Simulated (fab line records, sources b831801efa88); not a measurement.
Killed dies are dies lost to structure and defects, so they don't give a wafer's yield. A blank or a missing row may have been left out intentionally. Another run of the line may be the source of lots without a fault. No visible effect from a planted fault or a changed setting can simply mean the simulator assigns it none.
fab line records    flow gf180mcu    part 2 of 2: steps 26 to 33 of 33
[record] lots = 5  wafers = 15  lastDay = 33
route steps=602 shown V1@336 M2@362
lots that met no fault: from a run of the same line without faults
startH: hours from the record's first day to the start of the lot's first wafer shown    waitH: time in hours since the lot's previous step    " identical to the entry in the row above    L1.1+2: a single row standing in for several wafers    - no value, or no start given    * or withheld: withheld    < > ~ a bound
route shown NAME@n: a module of which the file shows steps, and the number in the route of the first    usual: mean/standard deviation taken from wafers without a fault    same: alike in all rows    chamber/n: place in a boat    sites: readings site by site    _std_site: how widely they spread, as a standard deviation    _edge_site: mean of outer sites minus mean of inner sites    radiusMm: for every site, how far away it sits from the centre of the wafer    mask NAME#n: copy n    behind: tool/chamber where the wafer was last shaped    hold: reason for holding the lot/hours on hold/outcome of the hold    device: the n, p or np transistor that did not switch    end of line: at the end of the route, the tests of the same wafers    a step with no rows: only its recipe    killed: dies that structure and defects cost at the first sort, which is not the same as the wafer's yield    map: per-die view of a wafer (x killed, . not killed, _ where there is no die)
set.NAME: the run value of the setting; set.NAME@STEP: its run value at that earlier step    model.NAME: the simulator's own value behind a step, which no gauge read
lots at selected steps of the route; one table per step, one row per wafer
services: when a tool's chamber went out of use (startH, in hours from the record's first day, below 0 if earlier), for how many hours, and the reason
[[steps]]
[step GF_V1_CMP_26]
[recipe] stopOn = SiO2  downForcePsi = 3.5  platenRpm = 60  tOverpolishS = 15  targetThkNm = 0  padVelocityMS = 0.94248
[usual] motorCurrentA = 11.0/0.94  overpolishRunS = 15.001/0.0092  platenRpm = 60.00/0.041  timeToEndpointS = 86/3.2
lot.wafer  tool    chamber  startH  waitH  motorCurrentA  overpolishRunS  platenRpm  timeToEndpointS
L077.4     cmp-02  2        441.39  0.0    11.4           15.015          59.99      83
L077.2     "       3        "       "      11.8           14.992          59.95      85
L077.1     "       0        "       "      13.3           15.001          60.03      85
L080.4     cmp-01  2        471.53  0.1    10.5           15.002          60.01      84
L080.6     "       1        "       "      9.6            15.012          60.02      83
L080.5     "       2        "       "      10.8           15.005          60.03      86
L083.2     cmp-02  3        497.28  0.1    11.5           15.003          59.97      82
L083.3     "       0        "       "      12.5           15.011          60.06      86
L083.5     "       3        "       "      10.7           14.999          60.02      84
L090.1     cmp-01  0        554.56  0.1    11.5           14.985          60.06      91
L090.2     "       1        "       "      9.6            14.997          60.05      88
L090.6     "       3        "       "      11.2           15.002          59.93      86
L092.4     cmp-02  2        571.75  0.1    11.0           15.008          59.92      82
L092.1     "       0        "       "      12.4           15.003          59.99      86
L092.6     "       1        "       "      10.2           14.993          59.97      89
[step GF_M2_SPUTTER_00]
[recipe] material = Ti  targetThkNm = 37.5  arrivingIonEnergyEv = 80  substrateTempC = 200  chamberPressurePa = 2  powerW = 4000  timeS = 150
[usual] chamberPressurePa = 2.000/0.0041  throttleValvePct = 30.2/1.2
[same] timeS = 150
lot.wafer  tool           chamber  startH  waitH  chamberPressurePa  throttleValvePct
L077.1     pvdSputter-03  -        441.69  0.1    2.008              28.8
L077.2     "              -        "       "      1.999              32.5
L077.4     "              -        "       "      2.001              30.6
L080.4     pvdSputter-03  -        471.78  0.2    2.002              30.4
L080.5     "              -        "       "      2.001              29.1
L080.6     "              -        "       "      2.000              32.5
L083.2     pvdSputter-03  -        497.53  0.2    2.005              28.7
L083.3     "              -        "       "      2.001              29.1
L083.5     "              -        "       "      2.006              28.7
L090.1     pvdSputter-03  -        554.76  0.1    2.003              32.6
L090.2     "              -        "       "      1.999              30.3
L090.6     "              -        "       "      1.998              30.3
L092.1     pvdSputter-02  -        572.00  0.1    1.993              30.6
L092.4     "              -        "       "      2.000              30.1
L092.6     "              -        "       "      1.995              30.0
[step GF_M2_SPUTTER_01]
[recipe] material = TiN  targetThkNm = 30  powerW = 6500  timeS = 25  chamberPressurePa = 0.4
[usual] chamberPressurePa = 0.4000/0.00077  throttleValvePct = 30.2/1.2
[same] timeS = 25
lot.wafer  tool           chamber  startH  waitH  chamberPressurePa  throttleValvePct
L077.1     pvdSputter-03  -        441.79  0.1    0.3995             28.9
L077.2     "              -        "       "      0.4004             32.7
L077.4     "              -        "       "      0.3998             30.5
L080.4     pvdSputter-03  -        471.88  0.1    0.4004             30.4
L080.5     "              -        "       "      0.3989             28.9
L080.6     "              -        "       "      0.3979             32.3
L083.2     pvdSputter-03  -        497.63  0.1    0.4008             29.1
L083.3     "              -        "       "      0.3999             29.2
L083.5     "              -        "       "      0.3988             29.1
L090.1     pvdSputter-03  -        554.86  0.1    0.4005             32.8
L090.2     "              -        "       "      0.3989             30.7
L090.6     "              -        "       "      0.3999             30.6
L092.1     pvdSputter-02  -        572.10  0.1    0.4010             30.5
L092.4     "              -        "       "      0.3990             29.9
L092.6     "              -        "       "      0.4007             29.7
[step GF_M2_SPUTTER_02]
[recipe] material = AlCu  targetThkNm = 450  powerW = 10600  timeS = 23.9  chamberPressurePa = 0.4
[usual] chamberPressurePa = 0.4001/0.00082  throttleValvePct = 30.2/1.2
[same] timeS = 23.9
lot.wafer  tool           chamber  startH  waitH  chamberPressurePa  throttleValvePct
L077.1     pvdSputter-03  -        441.82  0.0    0.4008             28.9
L077.2     "              -        "       "      0.3999             32.7
L077.4     "              -        "       "      0.4005             30.4
L080.4     pvdSputter-03  -        471.91  0.0    0.4000             30.4
L080.5     "              -        "       "      0.4006             29.1
L080.6     "              -        "       "      0.3991             32.7
L083.2     pvdSputter-03  -        497.66  0.0    0.3995             28.9
L083.3     "              -        "       "      0.4008             28.9
L083.5     "              -        "       "      0.4000             29.0
L090.1     pvdSputter-03  -        554.89  0.0    0.4006             32.5
L090.2     "              -        "       "      0.3996             30.6
L090.6     "              -        "       "      0.4002             30.8
L092.1     pvdSputter-02  -        572.13  0.0    0.4000             30.7
L092.4     "              -        "       "      0.4003             30.3
L092.6     "              -        "       "      0.3993             29.8
[step GF_M2_SPUTTER_03]
[recipe] material = Ti  targetThkNm = 10  substrateTempC = 300  chamberPressurePa = 0.3  powerW = 3000  timeS = 6.7
[usual] chamberPressurePa = 0.3000/0.00058  throttleValvePct = 30.2/1.2
[same] timeS = 6.7
lot.wafer  tool           chamber  startH  waitH  chamberPressurePa  throttleValvePct
L077.1     pvdSputter-03  -        441.85  0.0    0.2992             29.3
L077.2     "              -        "       "      0.3000             32.5
L077.4     "              -        "       "      0.3001             30.5
L080.4     pvdSputter-03  -        471.94  0.0    0.3004             30.8
L080.5     "              -        "       "      0.3004             29.0
L080.6     "              -        "       "      0.3012             32.4
L083.2     pvdSputter-03  -        497.69  0.0    0.3003             29.0
L083.3     "              -        "       "      0.3003             29.0
L083.5     "              -        "       "      0.2995             29.0
L090.1     pvdSputter-03  -        554.92  0.0    0.2988             32.4
L090.2     "              -        "       "      0.2999             30.3
L090.6     "              -        "       "      0.3004             30.6
L092.1     pvdSputter-02  -        572.16  0.0    0.3000             30.8
L092.4     "              -        "       "      0.2993             30.5
L092.6     "              -        "       "      0.3002             29.6
[step GF_M2_SPUTTER_04]
[recipe] material = TiN  targetThkNm = 50  powerW = 6500  timeS = 41.7  chamberPressurePa = 0.4
[usual] chamberPressurePa = 0.4000/0.00083  throttleValvePct = 30.2/1.2
[same] timeS = 41.7
lot.wafer  tool           chamber  startH  waitH  chamberPressurePa  throttleValvePct
L077.1     pvdSputter-03  -        441.87  0.0    0.4001             29.0
L077.2     "              -        "       "      0.4001             32.9
L077.4     "              -        "       "      0.4001             30.4
L080.4     pvdSputter-03  -        471.96  0.0    0.3989             30.3
L080.5     "              -        "       "      0.4008             29.2
L080.6     "              -        "       "      0.3996             32.3
L083.2     pvdSputter-03  -        497.71  0.0    0.4006             28.9
L083.3     "              -        "       "      0.4003             29.0
L083.5     "              -        "       "      0.4009             29.1
L090.1     pvdSputter-03  -        554.94  0.0    0.3995             32.7
L090.2     "              -        "       "      0.3995             30.4
L090.6     "              -        "       "      0.4009             30.6
L092.1     pvdSputter-02  -        572.18  0.0    0.4006             30.3
L092.4     "              -        "       "      0.3999             30.0
L092.6     "              -        "       "      0.3992             29.9
[step GF_M2_RS_MEAS_05]
[recipe] thkMeasGauge = four-point-probe  reads = TiN_of_M2_SPUTTER_04+Ti_of_M2_SPUTTER_03+AlCu_of_M2_SPUTTER_02+TiN_of_M2_SPUTTER_01+Ti_of_M2_SPUTTER_00
[usual] M2_ALCU_RS = 0.0693/0.00074
lot.wafer  tool          chamber  startH  waitH  M2_ALCU_RS[ohm/sq]
L077.1     filmMetro-01  -        441.91  0.0    0.0678
L077.2     "             -        "       "      0.0679
L077.4     "             -        "       "      0.0688
L080.4     filmMetro-01  -        472.06  0.1    0.0689
L080.5     "             -        "       "      0.0683
L080.6     "             -        "       "      0.0684
L083.2     filmMetro-04  -        497.77  0.0    0.0684
L083.3     "             -        "       "      0.0692
L083.5     "             -        "       "      0.0692
L090.1     filmMetro-03  -        554.98  0.0    0.0690
L090.2     "             -        "       "      0.0699
L090.6     "             -        "       "      0.0704
L092.1     filmMetro-01  -        572.22  0.0    0.0690
L092.4     "             -        "       "      0.0695
L092.6     "             -        "       "      0.0692
[step GF_M2_THK_MEAS_06]
[recipe] thkMeasGauge = xrf  reads = AlCu_of_M2_SPUTTER_02
[usual] M2_ALCU_THK = 452/5.2
lot.wafer  tool          chamber  startH  waitH  M2_ALCU_THK[nm]
L077.1     filmMetro-01  -        442.03  0.1    459
L077.2     "             -        "       "      457
L077.4     "             -        "       "      455
L080.4     filmMetro-01  -        472.15  0.1    450
L080.5     "             -        "       "      456
L080.6     "             -        "       "      454
L083.2     filmMetro-04  -        497.88  0.1    460
L083.3     "             -        "       "      455
L083.5     "             -        "       "      454
L090.1     filmMetro-03  -        555.10  0.1    456
L090.2     "             -        "       "      452
L090.6     "             -        "       "      451
L092.1     filmMetro-01  -        572.34  0.1    450
L092.4     "             -        "       "      448
L092.6     "             -        "       "      451
[[services]]
tool           chamber  startH  hours  kind
cmp-01         -        395.77  0.5    repair
pecvd-03       1        399.11  9.4    repair
rieDiel-02     1        399.77  6.7    repair
cmp-02         -        404.23  4.0    pm
cmp-02         -        412.88  5.5    pm
pecvd-03       2        417.57  6.7    repair
cmp-01         -        451.21  1.6    repair
cmp-02         -        452.13  1.8    repair
cmp-01         -        458.10  6.6    pm
pvdSputter-02  -        461.60  0.9    repair
pvdSputter-02  -        464.77  1.8    repair
rieDiel-02     2        472.44  5.7    repair
cmp-02         -        481.14  2.1    repair
cmp-02         -        493.75  1.3    repair
cmp-01         -        504.83  0.3    repair
cvdW-01        -        510.87  1.2    repair
pvdSputter-03  -        517.52  0.5    repair
pvdSputter-03  -        518.79  0.5    repair
pvdSputter-03  -        524.00  1.7    repair
cmp-02         -        526.78  1.4    repair
pvdSputter-03  -        535.88  3.1    repair
cvdW-01        -        556.97  1.2    repair
cmp-02         -        557.03  2.3    repair
cmp-01         -        572.00  4.0    pm
